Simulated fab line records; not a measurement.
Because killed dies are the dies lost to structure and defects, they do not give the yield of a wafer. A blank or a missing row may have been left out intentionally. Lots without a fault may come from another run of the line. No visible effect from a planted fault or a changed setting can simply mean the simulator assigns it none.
Which of the tools did it? -- flow gf180mcu -- 13 lots with 39 wafers sampled at 3 steps, on a route of 602 steps

## WHAT THE GAUGES SHOWED, per wafer
GF_V5_RS_MEAS_24: the measuring method here is four-point-probe.
lot,measured,on,V5_W_RS (ohm/sq)
L398,day 27 05:46,filmMetro-01,0.332 0.337 0.336
L399,day 27 20:52,filmMetro-04,0.331 0.328 0.323
L400,day 27 23:56,filmMetro-01,0.329 0.323 0.332
L401,day 28 16:04,filmMetro-04,0.335 0.329 0.333
L403,day 28 22:19,filmMetro-01,0.328 0.328 0.328
L405,day 29 18:49,filmMetro-02,0.330 0.324 0.327
L407,day 30 01:04,filmMetro-02,0.325 0.331 0.330
L406,day 30 02:38,filmMetro-04,0.329 0.324 0.325
L408,day 30 11:32,filmMetro-01,0.327 0.333 0.322
L410,day 30 19:28,filmMetro-02,0.323 0.326 0.316
L411,day 31 02:17,filmMetro-01,0.332 0.335 0.333
L414,day 31 17:38,filmMetro-02,0.332 0.328 0.333
L419,day 33 00:42,filmMetro-04,0.324 0.324 0.325

## TOOL THAT RAN EACH LOT (tool first, then ch and the chambers of the sampled wafers, then the start)
lot,GF_M3_SPUTTER_00,GF_V5_ETCH_16
L398,"pvdSputter-02, day 20 09:28","rieDiel-02 ch 1,2, day 27 04:43"
L399,"pvdSputter-02, day 21 03:04","rieDiel-03 ch 1,2,3, day 27 19:52"
L400,"pvdSputter-02, day 21 04:42","rieDiel-04 ch 0,1,3, day 27 22:58"
L401,"pvdSputter-01, day 22 01:05","rieDiel-04 ch 0,2,3, day 28 15:10"
L403,"pvdSputter-01, day 22 08:42","rieDiel-02 ch 0,2,3, day 28 21:19"
L405,"pvdSputter-01, day 23 08:43","rieDiel-03 ch 0,1,3, day 29 17:55"
L407,"pvdSputter-01, day 23 16:17","rieDiel-02 ch 0,2,3, day 30 00:10"
L406,"pvdSputter-01, day 23 19:45","rieDiel-02 ch 0,3, day 30 01:43"
L408,"pvdSputter-01, day 24 05:02","rieDiel-03 ch 1,3, day 30 10:37"
L410,"pvdSputter-01, day 24 14:14","rieDiel-02 ch 0,2,3, day 30 18:28"
L411,"pvdSputter-01, day 24 23:05","rieDiel-02 ch 0,2,3, day 31 01:19"
L414,"pvdSputter-01, day 25 15:44","rieDiel-03 ch 0,2,3, day 31 16:43"
L419,"pvdSputter-04, day 27 06:31","rieDiel-03 ch 0,1,2, day 32 23:46"
- GF_M3_SPUTTER_00: material Ti, target thk 37.5 nm, time 150 s.
- GF_V5_ETCH_16: etches BARC in N2/H2.

## AS READ BY THE TOOLS THEMSELVES (means over the sampled wafers that have a number; for cases with no such wafer, the mark the record gives instead)
GF_M3_SPUTTER_00.
lot,tool,throttleValvePct (%)
L398,pvdSputter-02,29.2
L399,pvdSputter-02,28.6
L400,pvdSputter-02,28.7
L401,pvdSputter-01,29.4
L403,pvdSputter-01,30.4
L405,pvdSputter-01,29.9
L407,pvdSputter-01,31.0
L406,pvdSputter-01,29.8
L408,pvdSputter-01,29.9
L410,pvdSputter-01,30.3
L411,pvdSputter-01,30.3
L414,pvdSputter-01,29.2
L419,pvdSputter-04,30.2

GF_V5_ETCH_16.
lot,tool,drypumpMotorCurrentA (A),oesProductAu (a.u.),throttleValvePct (%)
L398,rieDiel-02,6.1,0.848,13.223
L399,rieDiel-03,5.9,0.859,13.237
L400,rieDiel-04,5.5,0.855,13.217
L401,rieDiel-04,5.1,0.855,13.222
L403,rieDiel-02,5.8,0.861,13.230
L405,rieDiel-03,5.5,0.851,13.229
L407,rieDiel-02,5.8,0.856,13.223
L406,rieDiel-02,5.7,0.853,13.220
L408,rieDiel-03,5.6,0.856,13.234
L410,rieDiel-02,5.8,0.855,13.230
L411,rieDiel-02,5.8,0.858,13.223
L414,rieDiel-03,5.8,0.855,13.229
L419,rieDiel-03,5.8,0.855,13.221

## THE ANSWER, worked out from the rows above alone
Rule: usual is defined by the lots themselves. Put in order of their means at a reading, lots are off if they are a third of the lots or fewer, leave a main group of 4 or more, and stand apart from it by a gap of 3 or more times the standard deviation of the main group's means; of several such gaps the widest counts. The tables above print the reading to a certain number of digits; a main group whose means all agree to those digits is not used. Also off: a lot with no number at a reading for which 4 or more lots have one. Where the step has rows for the other lots, those lots are counted as sound. After the gauges, taken in route order, come the tools' own readings; for these a lot's mean is taken, as printed above. The first step at which some lot is off is used, and at that step the reading that is off furthest; a lot without a number counts as furthest.
No lot is off on any of the readings shown, so nothing can be concluded from this.

## WHAT THE SIMULATOR HAD INSERTED
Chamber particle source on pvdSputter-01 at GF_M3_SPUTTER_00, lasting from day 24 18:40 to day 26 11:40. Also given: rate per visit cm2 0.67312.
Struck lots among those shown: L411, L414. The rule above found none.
